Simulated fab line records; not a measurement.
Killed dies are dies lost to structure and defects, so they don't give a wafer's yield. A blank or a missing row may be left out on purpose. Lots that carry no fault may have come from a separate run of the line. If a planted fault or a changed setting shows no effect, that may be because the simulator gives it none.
Which tool did it?	flow gf180mcu	24 lots, 72 wafers sampled, at 4 steps of a route of 602

== WHAT EACH GAUGE READ, for each wafer ==
GF_STI_BOW_MEAS_00. Usual: INCOMING_BOW 0 um, standard deviation 6.1.
lot	measured	on	INCOMING_BOW (um)	flag
L074	day 1 10:04	film_metro-03	5 -2 2	
L075	day 1 15:00	film_metro-04	17 -6 9	
L076	day 1 20:00	film_metro-01	-7 1 -8	
L077	day 2 01:01	film_metro-04	-5 4 -9	
L078	day 2 06:00	film_metro-04	3 -4 -9	
L079	day 2 11:00	film_metro-04	-2 1 2	
L080	day 2 16:02	film_metro-04	5 7 -4	
L081	day 2 21:01	film_metro-03	0 -2 -5	
L082	day 3 02:01	film_metro-04	-2 1 7	
L083	day 3 07:00	film_metro-03	2 -2 -2	
L084	day 3 12:00	film_metro-01	7 -7 -3	
L085	day 3 17:00	film_metro-03	-1 -11 -3	
L086	day 3 22:02	film_metro-03	-9 -9 2	
L087	day 4 03:00	film_metro-03	-3 -10 1	
L088	day 4 08:00	film_metro-04	-6 -5 -1	
L089	day 4 13:00	film_metro-04	-2 -5 4	
L090	day 4 18:00	film_metro-01	7 -6 -2	
L091	day 4 23:01	film_metro-03	1 1 4	
L092	day 5 04:00	film_metro-04	7 5 2	
L093	day 5 09:00	film_metro-01	2 -2 -4	
L094	day 5 14:00	film_metro-04	4 -9 1	
L095	day 5 19:00	film_metro-01	-6 1 -1	
L096	day 6 00:01	film_metro-03	5 -16 -6	
L097	day 6 05:00	film_metro-03	3 10 7	

GF_HV_LDD_OVL_MEAS_32. Usual: HV_LDD_02_OVL -0.3 nm, standard deviation 1.6.
lot	measured	on	HV_LDD_02_OVL (nm)	flag
L074	day 11 17:47	overlay-01	4.1 0.2 0.1	
L075	day 11 18:46	overlay-01	0.7 0.7 2.4	
L076	day 12 00:44	overlay-01	2.2 0.4 1.7	
L077	day 12 05:11	overlay-01	1.3 0.4 2.0	
L078	day 12 11:37	overlay-01	2.0 1.9 2.4	
L079	day 13 01:13	overlay-01	0.0 -0.6 0.9	
L080	day 13 10:35	overlay-01	-0.3 -0.4 0.3	
L081	day 13 22:35	overlay-02	-2.8 -1.3 -2.5	
L082	day 14 11:17	overlay-01	-2.0 -1.7 -1.3	
L083	day 14 13:01	overlay-01	1.3 -0.2 0.8	
L084	day 15 00:31	overlay-01	0.5 -0.2 -0.4	
L085	day 15 12:17	overlay-02	0.0 -1.4 0.7	
L086	day 15 19:17	overlay-01	-1.7 -1.0 -1.7	
L087	day 16 07:19	overlay-02	-0.5 -0.5 -1.1	
L088	day 16 10:19	overlay-01	1.1 -1.5 -0.3	
L089	day 17 00:01	overlay-01	-1.8 -1.3 -2.1	
L090	day 16 20:04	overlay-02	1.3 -0.4 -0.1	
L091	day 17 03:08	overlay-01	1.3 0.3 -1.7	
L092	day 17 16:01	overlay-01	-3.7 -1.9 -5.0	
L093	day 18 00:10	overlay-01	1.0 -0.4 1.2	
L094	day 18 04:13	overlay-01	0.5 -2.1 -2.0	
L095	day 18 07:29	overlay-01	-0.5 -0.2 -2.7	
L096	day 18 20:41	overlay-01	-1.6 -3.2 -1.2	
L097	day 19 04:46	overlay-02	-1.4 -2.1 0.5	

GF_HV_LDD_CD_MEAS_46 targets a cd of 400 nm. Usual: 399.4 nm for cd_nm, sd 2.1.
lot	measured	on	cd_nm (nm)	flag
L074	day 12 12:58	cd_sem-01	395.9 395.1 397.3	
L075	day 12 14:09	cd_sem-01	396.9 395.7 396.2	
L076	day 12 20:15	cd_sem-02	399.8 399.1 400.4	
L077	day 13 03:35	cd_sem-01	400.2 401.3 399.1	
L078	day 13 07:34	cd_sem-02	398.1 397.1 396.1	
L079	day 13 22:04	cd_sem-01	398.3 398.7 399.6	
L080	day 14 07:41	cd_sem-02	398.1 396.8 394.6	
L081	day 14 20:19	cd_sem-02	400.6 399.4 400.4	
L082	day 15 08:13	cd_sem-02	399.4 400.3 397.8	
L083	day 15 10:30	cd_sem-01	398.4 399.2 397.0	
L084	day 15 22:12	cd_sem-01	396.4 395.8 395.0	
L085	day 16 10:42	cd_sem-01	400.1 398.3 400.4	
L086	day 16 18:20	cd_sem-02	402.0 396.5 400.3	
L087	day 17 06:27	cd_sem-02	402.9 402.0 400.1	
L088	day 17 09:33	cd_sem-01	401.6 399.1 403.1	
L089	day 17 23:45	cd_sem-02	397.7 399.0 399.8	
L090	day 17 19:33	cd_sem-02	402.5 402.3 403.0	
L091	day 18 02:42	cd_sem-02	398.4 399.6 398.5	
L092	day 18 15:33	cd_sem-02	402.3 403.0 400.1	
L093	day 19 00:36	cd_sem-02	399.3 399.8 399.7	
L094	day 19 04:57	cd_sem-02	399.0 398.8 397.9	
L095	day 19 07:54	cd_sem-01	400.6 402.6 401.9	
L096	day 19 21:46	cd_sem-01	401.6 401.6 400.5	
L097	day 20 11:06	cd_sem-02	399.7 400.0 399.3	

== WHICH TOOL RAN EACH LOT (tool, then ch and the chambers of the sampled wafers, then the start) ==
lot	GF_STI_ETCH_13
L074	rie_diel-04 ch 0,1,2, day 2 01:53
L075	rie_diel-03 ch 2,3, day 2 07:20
L076	rie_diel-03 ch 0,1,3, day 2 13:47
L077	rie_diel-02 ch 0,2, day 2 16:11
L078	rie_diel-03 ch 1,2,3, day 2 21:26
L079	rie_diel-02 ch 0,1,3, day 3 04:11
L080	rie_diel-04 ch 0,1, day 3 09:17
L081	rie_diel-03 ch 1,2,3, day 3 13:29
L082	rie_diel-03 ch 1,2, day 3 18:23
L083	rie_diel-04 ch 0,3, day 3 23:11
L084	rie_diel-02 ch 1,2, day 4 05:38
L085	rie_diel-02 ch 1,2, day 4 13:05
L086	rie_diel-04 ch 1,2,3, day 4 17:35
L087	rie_diel-02 ch 0,2, day 5 00:47
L088	rie_diel-04 ch 0,3, day 5 01:02
L089	rie_diel-03 ch 1,2,3, day 5 07:47
L090	rie_diel-03 ch 1,2,3, day 5 11:32
L091	rie_diel-04 ch 0,3, day 5 20:02
L092	rie_diel-04 ch 0,1,2, day 6 00:34
L093	rie_diel-03 ch 0,2,3, day 6 07:02
L094	rie_diel-03 ch 1,2,3, day 6 13:17
L095	rie_diel-04 ch 0,1,2, day 6 13:38
L096	rie_diel-02 ch 0,1,2, day 6 19:29
L097	rie_diel-04 ch 2,3, day 7 00:41
- GF_STI_ETCH_13: etches the open film in CHF3/O2, stops on Si, target depth 282.31 nm, time 112.9 s.

== AS READ BY THE TOOLS THEMSELVES (means over the sampled wafers that have a number; for cases with no such wafer, the mark the record gives instead) ==
GF_STI_ETCH_13. Usual: drypump_motor_current_A 5.7 A, standard deviation 0.44; oes_product_au 0.831 a.u., standard deviation 0.0069; rf_fwd_power_W 596.9 W, standard deviation 1.8; throttle_valve_pct 8.809 %, standard deviation 0.0088.
lot	tool	drypump_motor_current_A (A)	oes_product_au (a.u.)	rf_fwd_power_W (W)	throttle_valve_pct (%)	flag
L074	rie_diel-04	5.9	0.833	598.0	8.806	
L075	rie_diel-03	5.3	0.833	596.9	8.804	
L076	rie_diel-03	5.5	0.827	596.5	8.816	
L077	rie_diel-02	5.6	0.827	595.5	8.811	
L078	rie_diel-03	5.3	0.837	596.4	8.813	
L079	rie_diel-02	5.9	0.835	597.6	8.804	
L080	rie_diel-04	5.9	0.838	597.2	8.816	
L081	rie_diel-03	5.3	0.829	595.6	8.803	
L082	rie_diel-03	5.4	0.825	596.7	8.812	
L083	rie_diel-04	5.8	0.830	597.6	8.811	
L084	rie_diel-02	6.4	0.830	596.4	8.805	
L085	rie_diel-02	6.4	0.823	596.7	8.811	
L086	rie_diel-04	5.8	0.834	598.2	8.817	
L087	rie_diel-02	6.0	0.829	596.7	8.814	
L088	rie_diel-04	5.9	0.839	600.2	8.821	
L089	rie_diel-03	5.3	0.828	594.4	8.807	
L090	rie_diel-03	5.3	0.829	597.0	8.805	
L091	rie_diel-04	5.8	0.823	596.5	8.799	
L092	rie_diel-04	5.9	0.830	597.0	8.817	
L093	rie_diel-03	5.4	0.828	598.0	8.813	
L094	rie_diel-03	5.3	0.833	595.1	8.803	
L095	rie_diel-04	5.9	0.823	597.1	8.809	
L096	rie_diel-02	6.0	0.840	598.0	8.817	
L097	rie_diel-04	6.0	0.830	597.3	8.814	

== THE ANSWER, worked out from the rows above alone ==
Rule: lot off if the mean of its wafers having a number is beyond 3 standard deviations from the usual mean. A lot without any number at a reading at which 4 lots or more have one is off too. The other lots that the step has rows for count as sound. After the gauges, taken in route order, come the tools' own readings; for these a lot's mean is taken, as printed above. The first step at which some lot is off is used, and at that step the reading that is off furthest; a lot without a number counts as furthest.
Nothing can be told from this: no lot is off at any reading shown.

== WHAT WAS PUT IN BY THE SIMULATOR ==
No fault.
